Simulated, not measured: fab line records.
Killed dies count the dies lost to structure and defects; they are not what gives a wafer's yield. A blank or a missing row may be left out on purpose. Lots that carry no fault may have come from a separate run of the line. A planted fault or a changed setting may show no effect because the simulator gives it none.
Chamber matching -- flow sfqLine -- SFQ_TRILAYER_I5_BARC_OPEN_VIA_ETCH_200 on rieDiel-03 has 4 sister chambers
The step etches BARC in O2, target depth 125 nm, time 41.7 s. 14 wafers are shown with their chamber, then 6 later ones without.

## EACH WAFER AND ITS CHAMBER
wafer,chamber,drypumpMotorCurrentA (A),rfFwdPowerW (W),oesProductAu (a.u.)
L127.1,2,5.8,494.0,0.695
L127.3,3,4.7,496.2,0.685
L127.6,1,5.0,493.7,0.680
L130.3,3,4.7,496.0,0.688
L130.4,2,5.8,495.4,0.681
L130.6,1,5.0,494.2,0.684
L137.3,1,5.0,492.9,0.681
L137.4,2,5.8,496.7,0.691
L137.5,3,4.7,498.6,0.686
L139.1,0,6.5,496.2,0.686
L139.3,1,5.0,495.2,0.683
L139.4,2,5.7,494.5,0.682
L142.5,0,6.6,496.4,0.684
L142.6,3,4.7,497.0,0.688

SIGNATURES (averages over the wafers above)
reading,chamber 0,chamber 1,chamber 2,chamber 3,scatter within a chamber
drypumpMotorCurrentA,6.550,5.000,5.775,4.700,0.0354
rfFwdPowerW,496.300,494.000,495.150,496.950,1.06
oesProductAu,0.68500,0.68200,0.68725,0.68675,0.00399
Rule: a wafer lies at a distance from a chamber equal to the root of the sum of squares, over the readings, of (its reading less the chamber's mean, divided by the reading's scatter). The wafer belongs to the nearest chamber; if the next one is less than 2 further off, it can't be placed. The scatter: take each reading less its chamber's mean, square it, sum over the shown wafers, divide by the number of wafers less the number of chambers, and take the root.

## WAFERS WHOSE CHAMBER IS MISSING
wafer,drypumpMotorCurrentA (A),rfFwdPowerW (W),oesProductAu (a.u.)
L143.3,5.0,492.4,0.671
L143.4,5.0,493.8,0.682
L143.5,4.7,496.9,0.686
L149.1,6.5,497.3,0.679
L149.3,5.0,493.0,0.690
L149.4,6.5,498.5,0.690

## CHAMBER TAKEN BY EACH
wafer,from the rows above,in truth
L143.3,1,1
L143.4,1,1
L143.5,3,3
L149.1,0,0
L149.3,1,1
L149.4,0,0
6 of 6 placed correctly. Not placeable from these rows: 0. Placed wrongly: 0.
